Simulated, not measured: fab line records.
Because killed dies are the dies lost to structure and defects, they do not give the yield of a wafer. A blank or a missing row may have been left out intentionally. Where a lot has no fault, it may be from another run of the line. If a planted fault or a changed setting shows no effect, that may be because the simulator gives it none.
fab line records + flow sky130
[record]
- lots = 7
- wafers = 21
- last-day = 49
route steps=708 shown LDD_HVP@287 LDD_LDN@289 PAD_OPEN@708
lots untouched by any fault: they come from a run of this same line in which no faults occurred
start-h: hours from the record's first day to the start of the lot's first wafer shown + wait-h: time in hours since the lot's previous step + " as in the row above + L1.1+2: several wafers, shown together as one row + - either no value or no given start + * or withheld: withheld + < > ~ a bound
route shown NAME@n: NAME is a module with steps in the file, n the number in the route of the first one + usual: average and standard deviation across the fault-free wafers + same: alike in all rows + chamber/n: place in a boat + sites: per-site readings + _std_site: the values' standard deviation + _edge_site: the outer-site mean with the inner-site mean subtracted + radius-mm: how far each site lies from the wafer's centre + mask NAME#n: copy n + behind: the tool/chamber that last shaped the wafer + hold: reason for holding the lot/hours on hold/outcome of the hold + device: the transistor (n, p or np) that didn't switch + end of line: tests of these same wafers at the route's end + a step without rows: its recipe alone + killed: the dies lost at the first sort to structure and to defects; this is not the yield of the wafer + map: a wafer's dies, x killed, . not, _ none there
set.NAME: setting as actually run; set.NAME@STEP: the setting as run at that earlier step + model.NAME: the simulator's own value behind a step, which no gauge read
lots at selected steps of the route; one table per step, one row per wafer
services: when a tool's chamber went out of use (start-h, in hours from the record's first day, below 0 if earlier), for how many hours, and the reason
[[steps]]
[step SKY_LDD_HVP_STRIP_09]
[recipe]
- chemistry = O2/N2
- power-w = 1400
- pressure-mtorr = 1500
- platen-temp-c = withheld
- o2-flow-sccm = 3000
- n2-flow-sccm = 300
- overash-fraction = 0.5
[usual]
- drypump-motor-current-A = 5.4/0.57
- oes-product-au = 0.409/0.0047
- strip-time-to-endpoint-s = 4.139/0.015
| lot.wafer | tool            | chamber | start-h | wait-h | drypump-motor-current-A | oes-product-au | rf-hours-counter-h | strip-time-to-endpoint-s |
|-----------|-----------------|---------|---------|--------|-------------------------|----------------|--------------------|--------------------------|
| L157.4    | plasma-asher-02 | 1       | 512.92  | 0.1    | 5.0                     | 0.411          | -                  | 4.123                    |
| L157.5    | "               | 1       | "       | "      | 5.1                     | 0.412          | -                  | 4.132                    |
| L157.6    | "               | 0       | "       | "      | 4.7                     | 0.412          | -                  | 4.147                    |
| L161.3    | plasma-asher-01 | 0       | 552.24  | 0.1    | 6.2                     | 0.414          | -                  | 4.146                    |
| L161.4    | "               | 1       | "       | "      | 6.0                     | 0.405          | -                  | 4.147                    |
| L161.6    | "               | 0       | "       | "      | 6.2                     | 0.412          | -                  | 4.152                    |
| L167.3    | plasma-asher-02 | 0       | 603.15  | 0.1    | 4.8                     | 0.406          | -                  | 4.156                    |
| L167.4    | "               | 1       | "       | "      | 5.1                     | 0.409          | -                  | 4.148                    |
| L167.5    | "               | 0       | "       | "      | 4.8                     | 0.408          | -                  | 4.124                    |
| L168.1    | plasma-asher-01 | 0       | 605.54  | 0.1    | 6.2                     | 0.404          | 93                 | 4.144                    |
| L168.2    | "               | 1       | "       | "      | 6.0                     | 0.413          | 93                 | 4.160                    |
| L168.6    | "               | 1       | "       | "      | 6.1                     | 0.414          | -                  | 4.131                    |
| L170.2    | plasma-asher-04 | 1       | 619.46  | 0.1    | 4.9                     | 0.403          | 50                 | 4.137                    |
| L170.4    | "               | 0       | "       | "      | 5.5                     | 0.405          | -                  | 4.146                    |
| L170.5    | "               | 0       | "       | "      | 5.4                     | 0.406          | -                  | 4.162                    |
| L172.1    | plasma-asher-01 | 0       | 632.70  | 0.1    | 6.2                     | 0.413          | 96                 | 4.134                    |
| L172.2    | "               | 1       | "       | "      | 6.0                     | 0.411          | 96                 | 4.135                    |
| L172.3    | "               | 1       | "       | "      | 6.1                     | 0.402          | -                  | 4.135                    |
| L173.1    | plasma-asher-01 | 1       | 639.45  | 0.1    | 6.0                     | 0.401          | 96                 | 4.139                    |
| L173.3    | "               | 0       | "       | "      | 6.2                     | 0.401          | -                  | 4.113                    |
| L173.5    | "               | 1       | "       | "      | 6.0                     | 0.410          | -                  | 4.128                    |
[step SKY_LDD_HVP_TW_MEAS_10]
[usual]
- LDD_HVP_TW = 457/5.2
| lot.wafer | tool          | chamber | start-h | wait-h | LDD_HVP_TW |
|-----------|---------------|---------|---------|--------|------------|
| L157.4    | film-metro-01 | -       | 513.02  | 0.1    | 465        |
| L157.5    | "             | -       | "       | "      | 465        |
| L157.6    | "             | -       | "       | "      | 462        |
| L161.3    | film-metro-04 | -       | 552.32  | 0.1    | 458        |
| L161.4    | "             | -       | "       | "      | 458        |
| L161.6    | "             | -       | "       | "      | 458        |
| L167.3    | film-metro-01 | -       | 603.23  | 0.1    | 468        |
| L167.4    | "             | -       | "       | "      | 464        |
| L167.5    | "             | -       | "       | "      | 466        |
| L168.1    | film-metro-02 | -       | 605.64  | 0.1    | 453        |
| L168.2    | "             | -       | "       | "      | 452        |
| L168.6    | "             | -       | "       | "      | 451        |
| L170.2    | film-metro-02 | -       | 619.57  | 0.1    | 450        |
| L170.4    | "             | -       | "       | "      | 450        |
| L170.5    | "             | -       | "       | "      | 450        |
| L172.1    | film-metro-04 | -       | 632.80  | 0.1    | 455        |
| L172.2    | "             | -       | "       | "      | 456        |
| L172.3    | "             | -       | "       | "      | 458        |
| L173.1    | film-metro-02 | -       | 639.55  | 0.1    | 450        |
| L173.3    | "             | -       | "       | "      | 452        |
| L173.5    | "             | -       | "       | "      | 451        |
[step SKY_LDD_LDN_DEHYDRATE_00]
[recipe]
- temp-c = 200
- time-s = 60
[step SKY_LDD_LDN_HMDS_01]
[recipe]
- prime-time-s = 60
- prime-temp-c = 120
[step SKY_LDD_LDN_COAT_02]
[recipe]
- resist = NOVOLAK
- spin-rpm = 3000
- resist-thk-nm = 1140
[step SKY_LDD_LDN_SOFTBAKE_03]
[recipe]
- temp-c = 90
- time-s = 60
- resist = NOVOLAK
[step SKY_LDD_LDN_EXPOSE_04]
[recipe]
- mask-id = LDNTM
- na = 0.6
- source-shape = conventional
- sigma-outer = 0.6
- polarization = unpolarized
- target-cd-nm = 700
- dose-mj = 140
[step SKY_LDD_LDN_PEB_05]
[recipe]
- temp-c = withheld
- time-s = *
- resist = NOVOLAK
[step SKY_LDD_LDN_DEVELOP_06]
[recipe]
- resist = NOVOLAK
- developer = TMAH
- develop-time-s = 60
- dev-temp-c = 23
[step SKY_LDD_LDN_OVL_MEAS_07]
[usual]
- LDD_LDN_OVL = 0.5/1.2
| lot.wafer | tool       | chamber | start-h | wait-h | LDD_LDN_OVL[nm] |
|-----------|------------|---------|---------|--------|-----------------|
| L157.4    | overlay-02 | -       | 543.43  | 0.1    | 3.3             |
| L157.5    | "          | -       | "       | "      | 0.3             |
| L157.6    | "          | -       | "       | "      | 1.5             |
| L161.3    | overlay-02 | -       | 581.83  | 0.1    | -0.4            |
| L161.4    | "          | -       | "       | "      | 0.5             |
| L161.6    | "          | -       | "       | "      | 0.0             |
| L167.3    | overlay-01 | -       | 631.97  | 0.1    | 2.6             |
| L167.4    | "          | -       | "       | "      | 1.6             |
| L167.5    | "          | -       | "       | "      | 0.0             |
| L168.1    | overlay-01 | -       | 634.40  | 0.1    | 0.8             |
| L168.2    | "          | -       | "       | "      | -1.5            |
| L168.6    | "          | -       | "       | "      | -0.3            |
| L170.2    | overlay-01 | -       | 647.91  | 0.1    | -0.1            |
| L170.4    | "          | -       | "       | "      | 0.5             |
| L170.5    | "          | -       | "       | "      | -0.5            |
| L172.1    | overlay-01 | -       | 662.20  | 0.1    | -3.5            |
| L172.2    | "          | -       | "       | "      | -1.5            |
| L172.3    | "          | -       | "       | "      | -3.3            |
| L173.1    | overlay-02 | -       | 668.07  | 0.1    | 1.6             |
| L173.3    | "          | -       | "       | "      | 1.3             |
| L173.5    | "          | -       | "       | "      | 1.3             |
[step SKY_LDD_LDN_IMPLANT_08]
[recipe]
- species = As
- energy-kev = 15
- dose-cm2 = 1.25e+13
- tilt-deg = withheld
- rotation-deg = 23
[step SKY_LDD_LDN_IMPLANT_09]
[recipe]
- species = As
- energy-kev = 15
- dose-cm2 = 1.25e+13
- tilt-deg = withheld
- rotation-deg = 113
[step SKY_LDD_LDN_IMPLANT_10]
[recipe]
- species = As
- energy-kev = 15.21
- dose-cm2 = 1.25e+13
- tilt-deg = withheld
- rotation-deg = 203
[usual]
- beam-energy-keV = 15.209/0.0047
- beam-on-s = 9.99/0.21
| lot.wafer | tool         | chamber | start-h | wait-h | beam-energy-keV | beam-on-s |
|-----------|--------------|---------|---------|--------|-----------------|-----------|
| L157.4    | implanter-03 | 0       | 543.83  | 0.1    | 15.208          | 9.86      |
| L157.5    | "            | 0       | "       | "      | 15.209          | 9.88      |
| L157.6    | "            | 0       | "       | "      | 15.215          | 10.10     |
| L161.3    | implanter-02 | 0       | 582.20  | 0.1    | 15.207          | 9.86      |
| L161.4    | "            | 0       | "       | "      | 15.207          | 10.26     |
| L161.6    | "            | 0       | "       | "      | 15.209          | 9.83      |
| L161.3    | implanter-02 | 0       | 582.52  | 0.3    | 15.213          | 9.85      |
| L161.4    | "            | 0       | "       | "      | 15.207          | 10.10     |
| L161.6    | "            | 0       | "       | "      | 15.212          | 10.06     |
| L167.3    | implanter-03 | 0       | 632.35  | 0.1    | 15.208          | 10.07     |
| L167.4    | "            | 0       | "       | "      | 15.217          | 10.03     |
| L167.5    | "            | 0       | "       | "      | 15.207          | 10.13     |
| L168.1    | implanter-02 | 0       | 634.74  | 0.1    | 15.204          | 9.98      |
| L168.2    | "            | 0       | "       | "      | 15.207          | 9.90      |
| L168.6    | "            | 0       | "       | "      | 15.208          | 10.13     |
| L168.1    | implanter-02 | 0       | 635.05  | 0.3    | 15.202          | 10.33     |
| L168.2    | "            | 0       | "       | "      | 15.201          | 9.91      |
| L168.6    | "            | 0       | "       | "      | 15.208          | 10.02     |
| L170.2    | implanter-03 | 0       | 648.26  | 0.1    | 15.209          | 9.65      |
| L170.4    | "            | 0       | "       | "      | 15.209          | 10.00     |
| L170.5    | "            | 0       | "       | "      | 15.201          | 9.86      |
| L170.2    | implanter-03 | 0       | 648.58  | 0.3    | 15.208          | 10.03     |
| L170.4    | "            | 0       | "       | "      | 15.213          | 9.74      |
| L170.5    | "            | 0       | "       | "      | 15.203          | 10.12     |
| L172.1    | implanter-03 | 0       | 662.54  | 0.1    | 15.209          | 10.15     |
| L172.2    | "            | 0       | "       | "      | 15.206          | 10.01     |
| L172.3    | "            | 0       | "       | "      | 15.205          | 9.82      |
| L173.1    | implanter-04 | 0       | 668.40  | 0.1    | 15.210          | 10.09     |
| L173.3    | "            | 0       | "       | "      | 15.204          | 9.91      |
| L173.5    | "            | 0       | "       | "      | 15.206          | 10.28     |
[step SKY_LDD_LDN_IMPLANT_11]
[recipe]
- species = As
- energy-kev = 15
- dose-cm2 = 1.25e+13
- tilt-deg = withheld
- rotation-deg = 293
[step SKY_LDD_LDN_STRIP_12]
[recipe]
- chemistry = O2/N2
- power-w = 1400
- pressure-mtorr = 1500
- platen-temp-c = withheld
- o2-flow-sccm = 3000
- n2-flow-sccm = 300
- overash-fraction = 0.5
[usual]
- drypump-motor-current-A = 5.06/0.23
- oes-product-au = 0.716/0.0049
- strip-time-to-endpoint-s = 14.19/0.035
| lot.wafer | tool            | chamber | start-h | wait-h | drypump-motor-current-A | oes-product-au | rf-hours-counter-h | strip-time-to-endpoint-s |
|-----------|-----------------|---------|---------|--------|-------------------------|----------------|--------------------|--------------------------|
| L157.4    | plasma-asher-04 | 1       | 544.08  | 0.1    | 4.93                    | 0.717          | -                  | 14.17                    |
| L157.5    | "               | 1       | "       | "      | 4.92                    | 0.703          | -                  | 14.13                    |
| L157.6    | "               | 0       | "       | "      | 5.45                    | 0.712          | -                  | 14.20                    |
| L161.3    | plasma-asher-03 | 0       | 582.80  | 0.1    | 5.06                    | 0.710          | -                  | 14.23                    |
| L161.4    | "               | 1       | "       | "      | 5.33                    | 0.716          | -                  | 14.21                    |
| L161.6    | "               | 0       | "       | "      | 5.08                    | 0.719          | -                  | 14.25                    |
| L167.3    | plasma-asher-02 | 1       | 632.63  | 0.1    | 5.02                    | 0.714          | -                  | 14.22                    |
| L167.4    | "               | 0       | "       | "      | 4.78                    | 0.720          | -                  | 14.17                    |
| L167.5    | "               | 0       | "       | "      | 4.80                    | 0.720          | -                  | 14.20                    |
| L168.1    | plasma-asher-04 | 1       | 635.35  | 0.1    | 4.95                    | 0.711          | 52                 | 14.20                    |
| L168.2    | "               | 0       | "       | "      | 5.46                    | 0.719          | 52                 | 14.17                    |
| L168.6    | "               | 0       | "       | "      | 5.45                    | 0.719          | -                  | 14.16                    |
| L170.2    | plasma-asher-02 | 0       | 648.85  | 0.1    | 4.77                    | 0.724          | 85                 | 14.15                    |
| L170.4    | "               | 1       | "       | "      | 5.03                    | 0.713          | -                  | 14.17                    |
| L170.5    | "               | 1       | "       | "      | 5.03                    | 0.718          | -                  | 14.18                    |
| L172.1    | plasma-asher-03 | 1       | 662.84  | 0.1    | 5.31                    | 0.713          | 21                 | 14.19                    |
| L172.2    | "               | 0       | "       | "      | 5.07                    | 0.715          | 21                 | 14.20                    |
| L172.3    | "               | 1       | "       | "      | 5.30                    | 0.718          | -                  | 14.23                    |
| L173.1    | plasma-asher-04 | 0       | 668.70  | 0.1    | 5.45                    | 0.719          | 55                 | 14.18                    |
| L173.3    | "               | 0       | "       | "      | 5.45                    | 0.709          | -                  | 14.12                    |
| L173.5    | "               | 1       | "       | "      | 4.92                    | 0.713          | -                  | 14.17                    |
[step SKY_LDD_LDN_TW_MEAS_13]
[usual]
- LDD_LDN_TW = 1486/19
| lot.wafer | tool          | chamber | start-h | wait-h | LDD_LDN_TW |
|-----------|---------------|---------|---------|--------|------------|
| L157.4    | film-metro-03 | -       | 544.18  | 0.1    | 1506       |
| L157.5    | "             | -       | "       | "      | 1507       |
| L157.6    | "             | -       | "       | "      | 1510       |
| L161.3    | film-metro-01 | -       | 582.89  | 0.1    | 1609       |
| L161.4    | "             | -       | "       | "      | 1598       |
| L161.6    | "             | -       | "       | "      | 1602       |
| L167.3    | film-metro-01 | -       | 632.72  | 0.1    | 1486       |
| L167.4    | "             | -       | "       | "      | 1495       |
| L167.5    | "             | -       | "       | "      | 1500       |
| L168.1    | film-metro-02 | -       | 635.45  | 0.1    | 1573       |
| L168.2    | "             | -       | "       | "      | 1565       |
| L168.6    | "             | -       | "       | "      | 1568       |
| L170.2    | film-metro-01 | -       | 648.96  | 0.1    | 1596       |
| L170.4    | "             | -       | "       | "      | 1609       |
| L170.5    | "             | -       | "       | "      | 1606       |
| L172.1    | film-metro-02 | -       | 662.94  | 0.1    | 1459       |
| L172.2    | "             | -       | "       | "      | 1471       |
| L172.3    | "             | -       | "       | "      | 1467       |
| L173.1    | film-metro-02 | -       | 668.80  | 0.1    | 1474       |
| L173.3    | "             | -       | "       | "      | 1469       |
| L173.5    | "             | -       | "       | "      | 1469       |
[step SKY_LDD_LDN_CLEAN_14]
[recipe]
- chemistry = SC1/SC2
- mix = 1:4:20
- temp-c = 70
- time-s = 150
- dry = n2-spin
[step SKY_PAD_OPEN_PROBE_99]
[usual]
- killed_at_M0_to_M3 = 43/7.1
- killed_at_M4_up = 3/1.7
- killed-at-contacts = 25/5.6
- killed-at-front-end = 16/4.1
- killed-at-other = 0.2/0.49
- killed-dies = 87/9.8
- killed-open = 47/7.6
- killed-short = 40/6.1
[same]
- gross-dies = 492
- killed-at-back-side = 0
| lot.wafer | tool      | chamber | start-h | wait-h | killed_at_M0_to_M3 | killed_at_M4_up | killed-at-contacts | killed-at-front-end | killed-at-other | killed-dies | killed-open | killed-short | model.etest.tip-sonos.rs-ohm-sq |
|-----------|-----------|---------|---------|--------|--------------------|-----------------|--------------------|---------------------|-----------------|-------------|-------------|--------------|---------------------------------|
| L161.3    | prober-01 | -       | 1113.42 | 0.2    | 41                 | 1               | 27                 | 13                  | 0               | 82          | 47          | 35           | 2267                            |
| L161.4    | prober-01 | -       | 1113.47 | 0.2    | 48                 | 3               | 24                 | 13                  | 1               | 89          | 48          | 41           | 2362                            |
| L161.6    | prober-01 | -       | 1113.57 | 0.2    | 60                 | 2               | 27                 | 11                  | 0               | 100         | 54          | 46           | 2291                            |
| L167.3    | prober-02 | -       | 1146.78 | 0.2    | 42                 | 3               | 24                 | 16                  | 0               | 85          | 46          | 39           | 2766                            |
| L167.4    | prober-02 | -       | 1146.83 | 0.2    | 42                 | 3               | 19                 | 12                  | 0               | 76          | 42          | 34           | 2724                            |
| L167.5    | prober-02 | -       | 1146.88 | 0.2    | 49                 | 2               | 21                 | 17                  | 0               | 89          | 43          | 46           | 2787                            |
| L168.1    | prober-01 | -       | 1148.57 | 0.1    | 46                 | 4               | 22                 | 18                  | 0               | 90          | 40          | 50           | 2355                            |
| L168.2    | prober-01 | -       | 1148.62 | 0.1    | 42                 | 2               | 15                 | 13                  | 0               | 72          | 38          | 34           | 2374                            |
| L168.6    | prober-01 | -       | 1148.82 | 0.2    | 47                 | 4               | 32                 | 21                  | 0               | 104         | 61          | 43           | 2342                            |
| L170.2    | prober-02 | -       | 1157.49 | 0.1    | 39                 | 4               | 33                 | 16                  | 0               | 92          | 47          | 45           | 2336                            |
| L170.4    | prober-02 | -       | 1157.59 | 0.2    | 41                 | 4               | 34                 | 21                  | 0               | 100         | 63          | 37           | 2381                            |
| L170.5    | prober-02 | -       | 1157.64 | 0.2    | 47                 | 1               | 43                 | 13                  | 0               | 104         | 66          | 38           | 2344                            |
| L172.1    | prober-02 | -       | 1167.54 | 0.1    | 45                 | 0               | 31                 | 13                  | 0               | 89          | 54          | 35           | 2699                            |
| L172.2    | prober-02 | -       | 1167.59 | 0.1    | 34                 | 4               | 25                 | 15                  | 1               | 79          | 45          | 34           | 2703                            |
| L172.3    | prober-02 | -       | 1167.64 | 0.2    | 44                 | 0               | 24                 | 13                  | 0               | 81          | 37          | 44           | 2683                            |
| L173.1    | prober-01 | -       | 1169.57 | 0.1    | 51                 | 0               | 27                 | 18                  | 0               | 96          | 52          | 44           | 2626                            |
| L173.3    | prober-01 | -       | 1169.67 | 0.2    | 30                 | 6               | 21                 | 19                  | 0               | 76          | 39          | 37           | 2562                            |
| L173.5    | prober-01 | -       | 1169.77 | 0.2    | 59                 | 3               | 25                 | 20                  | 0               | 107         | 56          | 51           | 2603                            |
// killed by level:class
L161.3 CONTACT:geometric-particle:open=14 VIA1:geometric-particle:open=9 METAL2:geometric-particle:short=6 VIA3:geometric-particle:open=6 POLY_GATE:geometric-particle:open=4 LI_CONTACT:geometric-particle:open=4 LOCAL_INTERCONNECT:geometric-particle:short=4 CONTACT:geometric-particle:short=4
L161.4 VIA1:geometric-particle:open=13 VIA2:geometric-particle:open=11 CONTACT:geometric-particle:open=8 LOCAL_INTERCONNECT:geometric-particle:short=5 CONTACT:geometric-particle:short=5 VIA1:geometric-particle:short=5 FIELD_ISO:geometric-particle:short=4 LI_CONTACT:geometric-particle:open=4
L161.6 VIA3:geometric-particle:open=13 VIA2:geometric-particle:open=11 CONTACT:geometric-particle:open=9 VIA1:geometric-particle:short=8 LI_CONTACT:geometric-particle:open=7 VIA1:geometric-particle:open=7 POLY_GATE:geometric-particle:short=6 METAL1:geometric-particle:short=6
L167.3 CONTACT:geometric-particle:open=12 VIA1:geometric-particle:open=11 VIA2:geometric-particle:open=7 POLY_GATE:geometric-particle:short=6 VIA1:geometric-particle:short=6 METAL1:geometric-particle:short=5 FIELD_ISO:geometric-particle:short=4 LI_CONTACT:geometric-particle:open=4
L167.4 VIA1:geometric-particle:open=11 METAL1:geometric-particle:short=8 LI_CONTACT:geometric-particle:open=6 VIA2:geometric-particle:open=6 VIA3:geometric-particle:open=6 POLY_GATE:geometric-particle:short=5 CONTACT:geometric-particle:open=5 CONTACT:geometric-particle:short=4
L167.5 VIA1:geometric-particle:open=13 METAL2:geometric-particle:short=8 CONTACT:geometric-particle:open=7 VIA3:geometric-particle:open=6 METAL3:geometric-particle:short=6 VIA2:geometric-particle:open=6 FIELD_ISO:geometric-particle:short=5 POLY_GATE:geometric-particle:open=4
L168.1 VIA1:geometric-particle:open=11 VIA1:geometric-particle:short=8 LI_CONTACT:geometric-particle:open=7 METAL3:geometric-particle:short=6 LOCAL_INTERCONNECT:geometric-particle:short=5 CONTACT:geometric-particle:short=5 FIELD_ISO:geometric-particle:open=4 CONTACT:geometric-particle:open=4
L168.2 VIA2:geometric-particle:open=8 VIA1:geometric-particle:open=6 VIA1:geometric-particle:short=5 LI_CONTACT:geometric-particle:open=5 CONTACT:geometric-particle:open=5 METAL2:geometric-particle:short=5 FIELD_ISO:geometric-particle:short=4 POLY_GATE:geometric-particle:open=4
L168.6 VIA1:geometric-particle:open=11 CONTACT:geometric-particle:open=10 LI_CONTACT:geometric-particle:open=8 VIA2:geometric-particle:open=8 LOCAL_INTERCONNECT:geometric-particle:short=7 CONTACT:geometric-particle:short=6 VIA1:geometric-particle:short=6 FIELD_ISO:geometric-particle:open=5
L170.2 LI_CONTACT:geometric-particle:open=10 VIA3:geometric-particle:open=10 CONTACT:geometric-particle:short=8 CONTACT:geometric-particle:open=7 VIA1:geometric-particle:open=7 METAL1:geometric-particle:short=6 LOCAL_INTERCONNECT:geometric-particle:short=5 METAL4:geometric-particle:short=4
L170.4 CONTACT:geometric-particle:open=19 VIA2:geometric-particle:open=9 VIA1:geometric-particle:open=9 FIELD_ISO:geometric-particle:open=6 CONTACT:geometric-particle:short=6 VIA3:geometric-particle:open=6 LOCAL_INTERCONNECT:geometric-particle:short=5 METAL1:geometric-particle:short=5
L170.5 CONTACT:geometric-particle:open=16 VIA1:geometric-particle:open=16 LI_CONTACT:geometric-particle:open=13 CONTACT:geometric-particle:short=11 VIA2:geometric-particle:open=6 METAL1:geometric-particle:open=5 FIELD_ISO:geometric-particle:short=4 METAL2:geometric-particle:short=4
L172.1 CONTACT:geometric-particle:open=15 VIA1:geometric-particle:open=12 VIA2:geometric-particle:open=10 LI_CONTACT:geometric-particle:open=8 POLY_GATE:geometric-particle:short=6 VIA3:geometric-particle:short=5 LI_CONTACT:geometric-particle:short=4 VIA3:geometric-particle:open=4
L172.2 CONTACT:geometric-particle:open=12 FIELD_ISO:geometric-particle:short=7 LI_CONTACT:geometric-particle:open=7 VIA3:geometric-particle:open=7 VIA2:geometric-particle:open=5 METAL1:geometric-particle:short=5 VIA1:geometric-particle:open=5 FIELD_ISO:geometric-particle:open=4
L172.3 VIA1:geometric-particle:open=11 LI_CONTACT:geometric-particle:open=10 VIA3:geometric-particle:open=6 FIELD_ISO:geometric-particle:short=5 CONTACT:geometric-particle:short=5 METAL1:geometric-particle:short=5 VIA1:geometric-particle:short=5 VIA2:geometric-particle:short=5
L173.1 VIA2:geometric-particle:open=10 CONTACT:geometric-particle:open=10 METAL1:geometric-particle:short=8 VIA1:geometric-particle:short=8 METAL2:geometric-particle:short=8 VIA3:geometric-particle:open=6 VIA1:geometric-particle:open=6 FIELD_ISO:geometric-particle:short=5
L173.3 VIA1:geometric-particle:open=7 VIA2:geometric-particle:open=6 CONTACT:geometric-particle:short=6 LI_CONTACT:geometric-particle:open=5 CONTACT:geometric-particle:open=5 METAL2:geometric-particle:short=4 VIA1:geometric-particle:short=4 FIELD_ISO:geometric-particle:open=3
L173.5 VIA2:geometric-particle:open=16 METAL1:geometric-particle:short=10 METAL2:geometric-particle:short=8 LI_CONTACT:geometric-particle:open=7 CONTACT:geometric-particle:open=7 CONTACT:geometric-particle:short=5 VIA2:geometric-particle:short=5 VIA3:geometric-particle:open=5
[[services]]
| tool            | chamber | start-h | hours | kind   |
|-----------------|---------|---------|-------|--------|
| implanter-04    | -       | 497.57  | 2.1   | repair |
| implanter-02    | -       | 499.64  | 2.7   | repair |
| plasma-asher-03 | -       | 505.81  | 23.8  | repair |
| implanter-02    | -       | 523.09  | 0.7   | repair |
| plasma-asher-01 | -       | 529.24  | 4.1   | repair |
| implanter-04    | -       | 531.44  | 1.1   | repair |
| implanter-02    | -       | 547.96  | 2.4   | repair |
| implanter-04    | -       | 549.17  | 99.2  | repair |
| implanter-03    | -       | 590.04  | 0.6   | repair |
| plasma-asher-02 | -       | 638.98  | 1.7   | repair |
| plasma-asher-02 | -       | 642.88  | 3.0   | repair |
| implanter-04    | -       | 655.65  | 6.0   | repair |
| plasma-asher-03 | -       | 665.71  | 0.6   | repair |
| plasma-asher-03 | -       | 666.26  | 2.8   | pm     |
[[key]]
[first-sign]
- step = SKY_LDD_LDN_IMPLANT_10
- reading = visit
- direction = added
[effect]
- step = SKY_LDD_LDN_TW_MEAS_13
- reading = LDD_LDN_TW
- direction = up
- sigmas = 5.5
- usual = 1486
- struck = 1592
[model-effect]
- step = SKY_PAD_OPEN_PROBE_99
- value = etest.tip-sonos.rs-ohm-sq
- without = 2644
- struck = 2339
met-at SKY_LDD_LDN_IMPLANT_10
struck-wafers L161.3,L161.4,L161.6,L168.1,L168.2,L168.6,L170.2,L170.4,L170.5
tester-left-out L161,L168,L170
[fault]
- kind = repeated-step-whole
- tool = implanter-02,implanter-03,implanter-04
- chamber = -
- onset-h = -
- steps = SKY_LDD_LDN_IMPLANT_10
- times = 1
- scope = struck-lots-only
// tester-left-out: of these lots the tester's yield and bins aren't shown, on N5 and GAA mostly nor the transistor test; their killed dies are dies lost to structure and defects alone, not to doping, threshold or leakage, so they don't give the yield
